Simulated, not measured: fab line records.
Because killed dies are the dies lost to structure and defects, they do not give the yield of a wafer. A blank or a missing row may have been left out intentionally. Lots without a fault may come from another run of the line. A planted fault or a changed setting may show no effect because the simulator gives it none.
The tool behind it: which one? -- flow sky130 -- 7 lots with 21 wafers sampled at 2 steps, on a route of 708 steps

## WHAT THE GAUGES READ, wafer by wafer
SKY_PWDE_OVL_MEAS_07.
lot,measured,on,PWDE_OVL (nm)
L731,day 4 19:29,overlay-01,1.9 2.6 1.6
L733,day 5 03:37,overlay-01,0.0 0.6 0.5
L737,day 6 03:16,overlay-01,1.3 2.6 1.3
L742,day 7 01:49,overlay-01,- - -
L746,day 8 02:08,overlay-02,3.7 4.0 5.6
L749,day 9 02:13,overlay-01,0.5 -1.5 1.2
L751,day 9 14:53,overlay-01,2.3 3.7 1.6

## EACH LOT AND THE TOOL THAT RAN IT (in order: tool; ch and the chambers of the sampled wafers; start)
lot,SKY_PWDE_DEVELOP_06
L731,"lithoTrack-04 ch 0, day 4 19:00"
L733,"lithoTrack-01 ch 0, day 5 03:00"
L737,"lithoTrack-01 ch 0, day 6 03:00"
L742,"lithoTrack-01 ch 0, day 7 01:00"
L746,"lithoTrack-03 ch 0, day 8 02:00"
L749,"lithoTrack-03 ch 0, day 9 02:00"
L751,"lithoTrack-04 ch 0, day 9 14:00"
- SKY_PWDE_DEVELOP_06: develop time 60 s.

## THE ANSWER, worked out from the rows above alone
Rule: usual is defined by the lots themselves. Put in order of their means at a reading, lots are off if they are a third of the lots or fewer, leave a main group of 4 or more, and stand apart from it by a gap of 3 or more times the standard deviation of the main group's means; of several such gaps the widest counts. A main group whose means are all the same, to the digits that the tables above print for the reading, isn't used. A lot without any number at a reading at which 4 lots or more have one is off too. Where the step has rows for the other lots, those lots are counted as sound.
Off: at SKY_PWDE_OVL_MEAS_07 (PWDE_OVL), L742. Without a number there: L742. For the main group the mean is 1.9 nm and the standard deviation 1.4.
A tool fits if, at a process step before that reading, it ran every lot that is off, and no sound lot after the first of them. The gauges at SKY_PWDE_OVL_MEAS_07 are tried like those tools. One fits: lithoTrack-01 at SKY_PWDE_DEVELOP_06. A fault onset in the window from L737 (day 6 03:00, its last sound lot) to L742 (day 7 01:00, its first lot off) fits.

## WHAT THE SIMULATOR HAD PUT IN
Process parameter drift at SKY_PWDE_DEVELOP_06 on lithoTrack-01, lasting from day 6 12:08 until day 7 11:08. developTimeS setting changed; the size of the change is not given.
Shown lots that were struck: L742. Same finding as the rule above.
